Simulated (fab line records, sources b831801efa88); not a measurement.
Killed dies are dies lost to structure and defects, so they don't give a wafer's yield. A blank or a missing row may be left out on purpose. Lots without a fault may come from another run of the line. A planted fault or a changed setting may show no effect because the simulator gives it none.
fab line records | flow sky130
record lots=13 wafers=39 last_day=50
route steps=708 shown POLY_GATE@232 VIA4@660 METAL5@665 PAD_OPEN@708
lots that met no fault: from a run of the same line without faults
start_h: hours from the record's first day to the start of the lot's first wafer shown | wait_h: hours since the lot's step before | " the same as in the row above | L1.1+2: a row that stands for several wafers | - no value, or no start given | * or withheld: withheld | < > ~ a bound
route shown NAME@n: a module of which the file shows steps, and the number in the route of the first | usual: mean/standard deviation of fault-free wafers | same: alike in all rows | chamber/n: place in a boat | sites: the reading at each site | _std_site: their standard deviation | _edge_site: outer sites' mean less inner sites' | radius_mm: how far each site lies from the wafer's centre | mask NAME#n: copy n | behind: the tool/chamber that last shaped the wafer | hold: why the lot was held/for how many hours/how that ended | device: the transistor (n, p or np) that didn't switch | end of line: the same wafers' tests at the end of the route | a step without rows: its recipe alone | killed: dies lost to structure and defects at the first sort, not the wafer's yield | map: a wafer's dies, x killed, . not, _ none there
set.NAME: the setting as run; set.NAME@STEP: as run at that earlier step | model.NAME: the simulator's own value behind a step, which no gauge read
steps of the route over a sample of lots; a table a step, a row a wafer
services: from which hour (start_h, from the record's first day; less than 0 if before it) a tool's chamber was out of use, for how many hours, and why
## steps
# step SKY_POLY_GATE_STRIP_18
# recipe chemistry=O2/N2 power_w=1400 pressure_mtorr=1500 platen_temp_c=withheld o2_flow_sccm=3000 n2_flow_sccm=300 overash_fraction=0.5
# usual drypump_motor_current_A=5.7/0.52 oes_product_au=0.361/0.0047 strip_time_to_endpoint_s=3.160/0.027
# columns lot.wafer tool chamber start_h wait_h drypump_motor_current_A oes_product_au rf_hours_counter_h strip_time_to_endpoint_s
L355.2 plasma_asher-03 1 375.64 0.0 5.9 0.357 52 3.166
L355.3 " 0 " " 4.9 0.362 - 3.171
L355.6 " 1 " " 5.9 0.359 - 3.172
L354.1 plasma_asher-01 0 375.98 0.0 6.5 0.358 66 3.143
L354.3 " 0 " " 6.5 0.347 - 3.141
L354.6 " 0 " " 6.5 0.359 - 3.174
L357.1 plasma_asher-02 0 394.59 0.0 5.7 0.359 29 3.145
L357.4 " 0 " " 5.7 0.357 - 3.160
L357.5 " 1 " " 5.3 0.363 - 3.164
L361.3 plasma_asher-03 1 431.46 0.1 5.9 0.371 - 3.126
L361.4 " 0 " " 4.9 0.360 - 3.157
L361.6 " 0 " " 4.9 0.357 - 3.147
L362.2 plasma_asher-02 1 441.87 0.0 5.3 0.360 32 3.135
L362.3 " 1 " " 5.4 0.363 - 3.125
L362.5 " 0 " " 5.6 0.361 - 3.131
L365.1 plasma_asher-03 1 467.14 0.0 5.9 0.351 62 3.195
L365.5 " 1 " " 5.9 0.357 - 3.148
L365.6 " 0 " " 4.9 0.352 - 3.189
L366.1 plasma_asher-02 1 480.07 0.0 5.3 0.362 36 3.196
L366.2 " 0 " " 5.6 0.360 36 3.219
L366.6 " 1 " " 5.3 0.360 - 3.181
L367.1 plasma_asher-02 0 490.77 0.0 5.7 0.356 37 3.177
L367.5 " 1 " " 5.3 0.359 - 3.179
L367.6 " 0 " " 5.7 0.356 - 3.201
L369.1 plasma_asher-03 1 506.58 0.0 5.9 0.361 66 3.172
L369.4 " 0 " " 4.9 0.367 - 3.156
L369.5 " 1 " " 5.9 0.360 - 3.169
L371.1 plasma_asher-02 1 517.24 0.0 5.4 0.366 40 3.166
L371.2 " 0 " " 5.6 0.372 40 3.186
L371.4 " 0 " " 5.6 0.358 - 3.168
L372.3 plasma_asher-03 0 521.50 0.1 4.9 0.362 - 3.150
L372.5 " 0 " " 4.9 0.362 - 3.119
L372.6 " 1 " " 5.9 0.362 - 3.164
L375.3 plasma_asher-03 1 551.88 0.1 5.9 0.357 - 3.141
L375.5 " 1 " " 5.9 0.362 - 3.115
L375.6 " 0 " " 4.9 0.354 - 3.143
L376.1 plasma_asher-02 0 558.14 0.0 5.6 0.360 44 3.098
L376.3 " 1 " " 5.4 0.358 - 3.132
L376.4 " 0 " " 5.7 0.357 - 3.118
# step SKY_VIA4_CMP_21
# recipe stop_on=SiO2 t_overpolish_s=25 down_force_psi=3.5 platen_rpm=59.22 target_thk_nm=0 pad_velocity_m_s=0.94248
# usual motor_current_A=11.0/0.86 overpolish_run_s=25.000/0.0087 time_to_endpoint_s=125/3
# columns lot.wafer tool chamber start_h wait_h motor_current_A overpolish_run_s time_to_endpoint_s
L355.2 cmp-01 1 1007.14 0.1 10.1 24.990 129
L355.3 " 3 " " 11.1 25.002 131
L355.6 " 1 " " 10.1 24.995 131
L354.1 cmp-02 0 1011.91 0.1 10.5 25.001 122
L354.3 " 3 " " 10.7 24.992 125
L354.6 " 0 " " 11.2 24.997 123
L357.4 cmp-01 3 1026.30 0.0 10.6 24.999 126
L357.1 " 1 " " 9.9 25.008 124
L357.5 " 0 " " 11.9 24.995 119
L361.4 cmp-02 0 1053.14 0.4 11.0 24.998 129
L361.3 " 1 " " 11.6 25.003 124
L361.6 " 1 " " 12.9 25.010 129
L362.2 cmp-01 0 1057.60 0.1 11.6 25.010 123
L362.3 " 2 " " 10.2 25.007 126
L362.5 " 1 " " 9.5 24.993 127
L365.1 cmp-02 0 1078.80 0.1 10.1 25.017 125
L365.6 " 0 " " 10.6 24.997 122
L365.5 " 1 " " 12.1 24.994 119
L366.1 cmp-02 2 1082.55 0.1 11.0 25.001 121
L366.2 " 3 " " 11.7 25.000 123
L366.6 " 2 " " 10.6 25.010 119
L367.1 cmp-02 0 1099.48 0.2 10.6 24.991 126
L367.5 " 2 " " 10.6 25.006 123
L367.6 " 3 " " 11.0 25.008 123
L369.1 cmp-01 0 1101.19 0.1 11.6 24.996 120
L369.4 " 2 " " 10.2 25.002 119
L369.5 " 1 " " 9.6 25.013 123
L371.1 cmp-02 1 1107.48 0.1 12.7 24.993 122
L371.2 " 2 " " 11.0 24.988 124
L371.4 " 0 " " 11.0 25.011 127
L372.3 cmp-02 2 1110.55 0.1 10.8 24.995 125
L372.5 " 1 " " 12.0 25.011 124
L372.6 " 2 " " 10.0 24.996 122
L375.3 cmp-02 3 1132.08 0.2 11.6 24.998 130
L375.6 " 0 " " 10.4 25.011 125
L375.5 " 1 " " 12.0 24.999 124
L376.4 cmp-02 0 1142.62 0.1 10.2 24.999 121
L376.3 " 1 " " 12.4 25.000 124
L376.1 " 2 " " 10.0 25.005 124
# step SKY_METAL5_SPUTTER_04
# recipe material=TiN target_thk_nm=70 power_w=6500 time_s=58.3 chamber_pressure_pa=0.4
# usual throttle_valve_pct=29.9/1.2
# columns lot.wafer tool chamber start_h wait_h throttle_valve_pct
L355.2 pvd_sputter-04 - 1007.51 0.0 31.0
L355.3 " - " " 28.5
L355.6 " - " " 28.4
L354.1 pvd_sputter-02 - 1012.33 0.0 29.0
L354.3 " - " " 31.6
L354.6 " - " " 29.1
L357.1 pvd_sputter-04 - 1026.71 0.0 29.5
L357.4 " - " " 30.0
L357.5 " - " " 29.4
L361.3 pvd_sputter-02 - 1053.58 0.0 31.4
L361.4 " - " " 31.6
L361.6 " - " " 31.6
L362.2 pvd_sputter-04 - 1058.02 0.0 29.5
L362.3 " - " " 28.2
L362.5 " - " " 29.3
L365.1 pvd_sputter-01 - 1079.22 0.0 30.7
L365.5 " - " " 28.7
L365.6 " - " " 31.2
L366.1 pvd_sputter-04 - 1082.92 0.0 31.0
L366.2 " - " " 28.2
L366.6 " - " " 29.2
L367.1 pvd_sputter-04 - 1099.80 0.0 30.4
L367.5 " - " " 30.3
L367.6 " - " " 29.5
L369.1 pvd_sputter-02 - 1101.61 0.0 31.1
L369.4 " - " " 28.7
L369.5 " - " " 31.6
L371.1 pvd_sputter-01 - 1107.89 0.0 28.4
L371.2 " - " " 31.1
L371.4 " - " " 30.7
L372.3 pvd_sputter-01 - 1110.91 0.0 28.4
L372.5 " - " " 29.1
L372.6 " - " " 30.9
L375.3 pvd_sputter-01 - 1132.35 0.0 30.5
L375.5 " - " " 30.7
L375.6 " - " " 28.5
L376.1 pvd_sputter-01 - 1143.04 0.0 28.9
L376.3 " - " " 28.6
L376.4 " - " " 31.2
# step SKY_METAL5_THK_MEAS_06
# recipe thk_meas_gauge=xrf reads=AlCu_of_METAL5_SPUTTER_02
# usual METAL5_ALCU_THK=1144/14
# columns lot.wafer tool chamber start_h wait_h METAL5_ALCU_THK[nm]
L355.2 film_metro-02 - 1007.69 0.1 1152
L355.3 " - " " 1158
L355.6 " - " " 1152
L354.1 film_metro-04 - 1012.50 0.1 1135
L354.3 " - " " 1144
L354.6 " - " " 1143
L357.1 film_metro-03 - 1026.88 0.1 1115
L357.4 " - " " 1115
L357.5 " - " " 1120
L361.3 film_metro-04 - 1053.77 0.1 1159
L361.4 " - " " 1166
L361.6 " - " " 1156
L362.2 film_metro-03 - 1058.20 0.1 1127
L362.3 " - " " 1131
L362.5 " - " " 1143
L365.1 film_metro-02 - 1079.44 0.1 1157
L365.5 " - " " 1153
L365.6 " - " " 1153
L366.1 film_metro-03 - 1083.09 0.1 1134
L366.2 " - " " 1123
L366.6 " - " " 1118
L367.1 film_metro-04 - 1099.97 0.1 1138
L367.5 " - " " 1152
L367.6 " - " " 1138
L369.1 film_metro-02 - 1101.78 0.1 1152
L369.4 " - " " 1144
L369.5 " - " " 1138
L371.1 film_metro-04 - 1108.06 0.1 1153
L371.2 " - " " 1150
L371.4 " - " " 1161
L372.3 film_metro-04 - 1111.10 0.1 1148
L372.5 " - " " 1155
L372.6 " - " " 1144
L375.3 film_metro-04 - 1132.54 0.1 1158
L375.5 " - " " 1159
L375.6 " - " " 1144
L376.1 film_metro-04 - 1143.20 0.1 1142
L376.3 " - " " 1144
L376.4 " - " " 1134
# step SKY_PAD_OPEN_PROBE_99
# usual killed_at_M0_to_M3=44/6.8 killed_at_M4_up=3.1/1.9 killed_at_contacts=25/5.9 killed_at_front_end=15/4.3 killed_at_other=0.2/0.51 killed_dies=87/11 killed_open=47/7.9 killed_short=39/6.4
# same gross_dies=492 killed_at_back_side=0
# columns lot.wafer tool chamber start_h wait_h killed_at_M0_to_M3 killed_at_M4_up killed_at_contacts killed_at_front_end killed_at_other killed_dies killed_open killed_short
L355.2 prober-01 - 1077.28 0.1 47 2 35 13 0 97 51 46
L355.3 prober-01 - 1077.33 0.2 47 3 25 19 0 94 46 48
L355.6 prober-01 - 1077.48 0.2 44 1 31 15 0 91 58 33
L362.2 prober-01 - 1125.20 0.1 39 0 15 17 2 73 41 32
L362.3 prober-01 - 1125.25 0.2 44 1 17 12 1 75 37 38
L362.5 prober-01 - 1125.35 0.2 47 2 20 15 0 84 37 47
L365.1 prober-02 - 1141.59 0.1 45 2 24 16 0 87 47 40
L365.5 prober-02 - 1141.79 0.2 48 1 22 18 0 89 50 39
L365.6 prober-02 - 1141.84 0.2 45 2 30 12 0 89 46 43
L369.1 prober-02 - 1161.76 0.1 48 2 32 20 0 102 56 46
L369.4 prober-02 - 1161.91 0.2 40 0 11 11 0 62 38 24
L369.5 prober-02 - 1161.96 0.2 51 6 22 11 0 90 48 42
L372.3 prober-01 - 1169.04 0.2 58 2 23 55 1 139 54 47
L372.5 prober-01 - 1169.14 0.2 27 1 22 44 1 95 34 27
L372.6 prober-01 - 1169.19 0.2 49 6 27 18 0 100 50 50
L375.3 prober-02 - 1187.87 0.2 46 3 34 21 0 104 62 42
L375.5 prober-02 - 1187.97 0.2 48 4 22 13 0 87 48 39
L375.6 prober-02 - 1188.02 0.2 47 2 25 59 0 133 45 47
# killed by level:class
L355.2 CONTACT:geometric_particle:open=11 LI_CONTACT:geometric_particle:open=9 VIA3:geometric_particle:open=8 METAL2:geometric_particle:short=7 CONTACT:geometric_particle:short=6 VIA1:geometric_particle:open=6 VIA2:geometric_particle:open=6 POLY_GATE:geometric_particle:short=5
L355.3 CONTACT:geometric_particle:open=10 VIA1:geometric_particle:short=8 VIA1:geometric_particle:open=8 VIA2:geometric_particle:open=7 POLY_GATE:geometric_particle:short=7 VIA3:geometric_particle:open=6 VIA3:geometric_particle:short=6 POLY_GATE:geometric_particle:open=4
L355.6 VIA1:geometric_particle:open=13 CONTACT:geometric_particle:open=13 VIA3:geometric_particle:open=8 CONTACT:geometric_particle:short=7 VIA1:geometric_particle:short=7 LI_CONTACT:geometric_particle:open=6 FIELD_ISO:geometric_particle:open=5 VIA2:geometric_particle:open=5
L362.2 VIA2:geometric_particle:open=9 VIA1:geometric_particle:open=8 FIELD_ISO:geometric_particle:open=6 CONTACT:geometric_particle:short=6 POLY_GATE:geometric_particle:short=5 POLY_GATE:geometric_particle:open=4 VIA2:geometric_particle:short=4 LI_CONTACT:geometric_particle:open=3
L362.3 CONTACT:geometric_particle:open=9 VIA1:geometric_particle:open=8 VIA3:geometric_particle:open=7 VIA1:geometric_particle:short=6 VIA2:geometric_particle:open=5 VIA3:geometric_particle:short=4 POLY_GATE:geometric_particle:short=4 METAL1:geometric_particle:short=4
L362.5 METAL1:geometric_particle:short=7 VIA1:geometric_particle:open=7 VIA3:geometric_particle:open=7 VIA3:geometric_particle:short=6 METAL2:geometric_particle:short=6 LOCAL_INTERCONNECT:geometric_particle:short=5 CONTACT:geometric_particle:short=5 FIELD_ISO:geometric_particle:open=4
L365.1 CONTACT:geometric_particle:open=12 METAL1:geometric_particle:short=7 METAL2:geometric_particle:short=7 CONTACT:geometric_particle:short=6 VIA3:geometric_particle:open=6 FIELD_ISO:geometric_particle:open=5 VIA1:geometric_particle:open=5 METAL2:geometric_particle:open=5
L365.5 VIA1:geometric_particle:open=12 CONTACT:geometric_particle:open=10 POLY_GATE:geometric_particle:open=8 VIA2:geometric_particle:open=8 METAL1:geometric_particle:short=7 LI_CONTACT:geometric_particle:open=5 METAL2:geometric_particle:short=5 VIA3:geometric_particle:short=5
L365.6 VIA1:geometric_particle:open=16 CONTACT:geometric_particle:open=10 LOCAL_INTERCONNECT:geometric_particle:short=8 VIA1:geometric_particle:short=8 LI_CONTACT:geometric_particle:open=5 FIELD_ISO:geometric_particle:short=4 CONTACT:geometric_particle:short=4 METAL2:geometric_particle:short=4
L369.1 CONTACT:geometric_particle:open=14 VIA1:geometric_particle:open=13 LI_CONTACT:geometric_particle:open=8 METAL1:geometric_particle:short=7 VIA3:geometric_particle:open=7 FIELD_ISO:geometric_particle:short=6 POLY_GATE:geometric_particle:short=5 METAL2:geometric_particle:short=5
L369.4 VIA1:geometric_particle:open=15 FIELD_ISO:geometric_particle:open=5 LI_CONTACT:geometric_particle:open=5 METAL1:geometric_particle:short=5 VIA1:geometric_particle:short=5 METAL2:geometric_particle:short=5 VIA3:geometric_particle:open=4 CONTACT:geometric_particle:open=3
L369.5 METAL2:geometric_particle:short=10 CONTACT:geometric_particle:open=9 VIA2:geometric_particle:open=8 VIA1:geometric_particle:open=8 VIA3:geometric_particle:open=8 CONTACT:geometric_particle:short=5 VIA2:geometric_particle:short=5 FIELD_ISO:geometric_particle:short=4
L372.3 POLY_GATE:unspecified=38 VIA2:geometric_particle:open=12 VIA1:geometric_particle:open=11 CONTACT:geometric_particle:open=10 METAL2:geometric_particle:short=9 POLY_GATE:geometric_particle:short=6 VIA3:geometric_particle:open=6 CONTACT:geometric_particle:short=6
L372.5 POLY_GATE:unspecified=34 LI_CONTACT:geometric_particle:open=7 CONTACT:geometric_particle:open=7 VIA2:geometric_particle:open=6 VIA1:geometric_particle:open=5 LOCAL_INTERCONNECT:geometric_particle:short=4 METAL1:geometric_particle:short=4 CONTACT:geometric_particle:short=3
L372.6 VIA1:geometric_particle:open=12 CONTACT:geometric_particle:open=10 METAL1:geometric_particle:short=9 LI_CONTACT:geometric_particle:open=8 CONTACT:geometric_particle:short=6 VIA3:geometric_particle:short=6 METAL2:geometric_particle:short=5 METAL4:geometric_particle:short=5
L375.3 CONTACT:geometric_particle:open=14 VIA1:geometric_particle:open=13 LI_CONTACT:geometric_particle:open=8 FIELD_ISO:geometric_particle:short=7 CONTACT:geometric_particle:short=6 VIA1:geometric_particle:short=6 VIA3:geometric_particle:open=6 METAL1:geometric_particle:short=5
L375.5 VIA1:geometric_particle:open=14 LI_CONTACT:geometric_particle:open=9 VIA2:geometric_particle:open=8 VIA1:geometric_particle:short=6 CONTACT:geometric_particle:open=6 FIELD_ISO:geometric_particle:short=4 METAL3:geometric_particle:short=4 CONTACT:geometric_particle:short=4
L375.6 POLY_GATE:unspecified=41 LI_CONTACT:geometric_particle:open=10 METAL2:geometric_particle:short=9 POLY_GATE:geometric_particle:short=7 VIA1:geometric_particle:open=6 CONTACT:geometric_particle:open=6 FIELD_ISO:geometric_particle:open=5 METAL2:geometric_particle:open=5
## services
# columns tool chamber start_h hours kind
plasma_asher-03 - 376.81 0.8 repair
cmp-02 - 404.03 4.0 pm
plasma_asher-03 - 404.21 0.4 repair
plasma_asher-02 - 425.99 15.6 repair
cmp-02 - 433.40 1.5 repair
cmp-02 - 450.70 3.6 pm
cmp-02 - 464.99 19.8 pm
cmp-02 - 509.24 1.2 repair
cmp-02 - 509.30 2.4 repair
cmp-02 - 590.92 4.5 repair
cmp-02 - 618.48 0.4 repair
cmp-02 - 668.07 1.4 repair
cmp-02 - 706.80 4.2 repair
cmp-02 - 744.03 4.0 pm
plasma_asher-03 - 777.19 2.8 pm
cmp-02 - 818.41 2.4 repair
cmp-02 - 820.82 7.1 pm
plasma_asher-03 - 826.17 1.5 repair
plasma_asher-02 - 895.24 0.4 repair
cmp-02 - 928.24 1.6 repair
plasma_asher-03 - 955.61 1.4 repair
plasma_asher-03 - 967.38 0.8 repair
cmp-02 - 1002.14 4.5 pm
cmp-02 - 1084.03 4.0 pm
## key
first_sign step=SKY_PAD_OPEN_PROBE_99 reading=killed_at_front_end direction=up sigmas=8.8 usual=15 struck=53
effect step=SKY_PAD_OPEN_PROBE_99 reading=killed_dies direction=up sigmas=3.3 usual=87 struck=122
met_at SKY_POLY_GATE_STRIP_18
struck_lots L372,L375
struck_wafers L372.3,L372.5,L375.6
tester_left_out L372,L375
not_acting_at SKY_VIA4_CMP_21,SKY_METAL5_SPUTTER_04,SKY_METAL5_THK_MEAS_06
onset_between 506.58 521.50
fault kind=chamber_particle_source tool=plasma_asher-03 chamber=0 onset_h=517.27 steps=SKY_POLY_GATE_STRIP_18 rate_per_visit_cm2=0.83471 end_h=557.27
# tester_left_out: of these lots the tester's yield and bins aren't shown, on N5 and GAA mostly nor the transistor test; their killed dies are dies lost to structure and defects alone, not to doping, threshold or leakage, so they don't give the yield
